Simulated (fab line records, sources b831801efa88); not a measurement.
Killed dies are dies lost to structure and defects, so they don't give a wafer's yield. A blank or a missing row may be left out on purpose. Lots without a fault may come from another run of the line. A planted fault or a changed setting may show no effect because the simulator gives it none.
A struck lot beside a sound one | flow sky130 | 14 steps out of a route of 708
Sound: wafers L557.1, L557.5, L557.6. Struck: wafers L566.1, L566.4, L566.5. The cause comes at the end.
At each step with rows: each side's tool, then ch and its chambers, then its first start. Under that, the readings that differ: sound wafers | struck wafers | difference of the means | sigmas: that difference in standard deviations of wafers without a fault.
alike: readings whose means differ by less than 2 such deviations, and words and numbers that are the same on both sides. not compared: withheld readings, readings that some wafer has no value for, bounds like >300 that may hide the same value, and numbers for which the record gives no deviation and whose values overlap.
The two part at a step that has a row with sigmas, a row that says differs or no value, or rows on one side only. Numbers that don't overlap but have no deviation are shown without sigmas and don't part them. A reading that every wafer of one side lacks parts them only if that side has two wafers or more.

SKY_NWELL_RS_MEAS_29: measures by four-point-probe.
  sound on film_metro-02, day 8 04:09; struck on film_metro-01, day 10 14:00
  alike: NWELL_RS
SKY_NWELL_RS_MEAS_31: measures by four-point-probe.
  sound on film_metro-02, day 8 04:23; struck on film_metro-01, day 10 14:14
  reading          | sound          | struck         | difference | sigmas
  PWDE_RS (ohm/sq) | 5278 5298 5286 | 5262 5232 5239 | -43        | -3
then, 7 steps without rows for these wafers: SKY_VT_ADJUST_HVTP_DEHYDRATE_00 (time 60 s); SKY_VT_ADJUST_HVTP_HMDS_01 (prime time 60 s); SKY_VT_ADJUST_HVTP_COAT_02 (resist thk 1140 nm); SKY_VT_ADJUST_HVTP_SOFTBAKE_03 (time 60 s); SKY_VT_ADJUST_HVTP_EXPOSE_04 (exposes mask HVTPM, target cd 380 nm); SKY_VT_ADJUST_HVTP_PEB_05; SKY_VT_ADJUST_HVTP_DEVELOP_06 (develop time 60 s).
SKY_VT_ADJUST_HVTP_CD_MEAS_07: target cd 380 nm.
  sound on cd_sem-02, day 9 00:49; struck on cd_sem-02, day 11 14:01
  alike: cd_nm
SKY_VT_ADJUST_HVTP_OVL_MEAS_08:
  sound on overlay-02, day 9 00:56; struck on overlay-02, day 11 14:08
  alike: VT_ADJUST_HVTP_OVL
SKY_VT_ADJUST_HVTP_IMPLANT_09:
  sound on implanter-01 ch 0, day 9 00:58; struck on implanter-01 ch 0, day 11 14:10
  reading                   | sound                | struck               | difference | sigmas
  beam_energy_keV           | 149.94 149.95 149.92 | 158.71 158.73 158.70 | +8.78      | +99 or more
  model.implant.rp_nm (nm)  | 82.32 82.32 82.32    | 89.53 89.53 89.53    | +7.21      |
  model.implant.drp_nm (nm) | 33.4 33.4 33.4       | 35 35 35             | +2         |
SKY_VT_ADJUST_HVTP_STRIP_10: strips in O2/N2.
  sound on plasma_asher-04 ch 0,1, day 9 01:07; struck on plasma_asher-01 ch 0,1, day 11 14:19
  alike: chamber_pressure_mTorr, drypump_motor_current_A, oes_product_au, strip_time_to_endpoint_s
  not compared: rf_hours_counter_h
-- the record jumps here: 39 days lie between the struck wafers' starts before and after (it left off in module VT_ADJUST_HVTP and takes up again in module PAD_OPEN, whose first step shown is number 708 of the route) --
SKY_PAD_OPEN_PROBE_99:
  sound on prober-01, day 48 14:38; struck on prober-01, day 50 10:50
  reading                                    | sound                | struck               | difference | sigmas
  model.etest.tip_p.rs_ohm_sq                | 6913 6971 6962       | 6541 6664 6631       | -337       |
  model.etest.pfet_01v8.drive_ua_um          | 180.5 187.6 187.6    | 202.5 205.5 206.4    | +19.6      |
  model.etest.pfet_01v8_mvt.drive_ua_um      | 144.4 147.4 149.2    | 161.9 162.2 163.6    | +15.6      |
  model.etest.pfet_01v8_hvt.drive_ua_um      | 133.7 138.9 140      | 153.7 155.3 152.9    | +16.4      |
  model.etest.pfet_01v8_mvt.off_log10_a_um   | -11.01 -11.02 -11    | -9.557 -9.651 -9.564 | +1.419     |
  model.etest.pfet_01v8.off_log10_a_um       | -10.48 -10.13 -10.04 | -9.079 -8.845 -8.864 | +1.287     |
  model.etest.sram_pfet_latch.off_log10_a_um | -13.17 -13.06 -13.1  | -12.35 -12.14 -12.12 | +0.91      |
  model.etest.pfet_01v8_hvt.off_log10_a_um   | -13.39 -13.3 -13.42  | -12.82 -12.54 -12.59 | +0.72      |
  alike: killed_at_M0_to_M3, killed_at_M4_up, killed_at_contacts, killed_at_front_end, killed_at_other, killed_dies, killed_on_rim, killed_open, killed_short

WHERE THEY PART
First at SKY_NWELL_RS_MEAS_31; last, within this record, at SKY_VT_ADJUST_HVTP_IMPLANT_09. Later steps at which nothing parts them and some readings are alike: SKY_VT_ADJUST_HVTP_STRIP_10, SKY_PAD_OPEN_PROBE_99.

WHY: what the simulator had put in
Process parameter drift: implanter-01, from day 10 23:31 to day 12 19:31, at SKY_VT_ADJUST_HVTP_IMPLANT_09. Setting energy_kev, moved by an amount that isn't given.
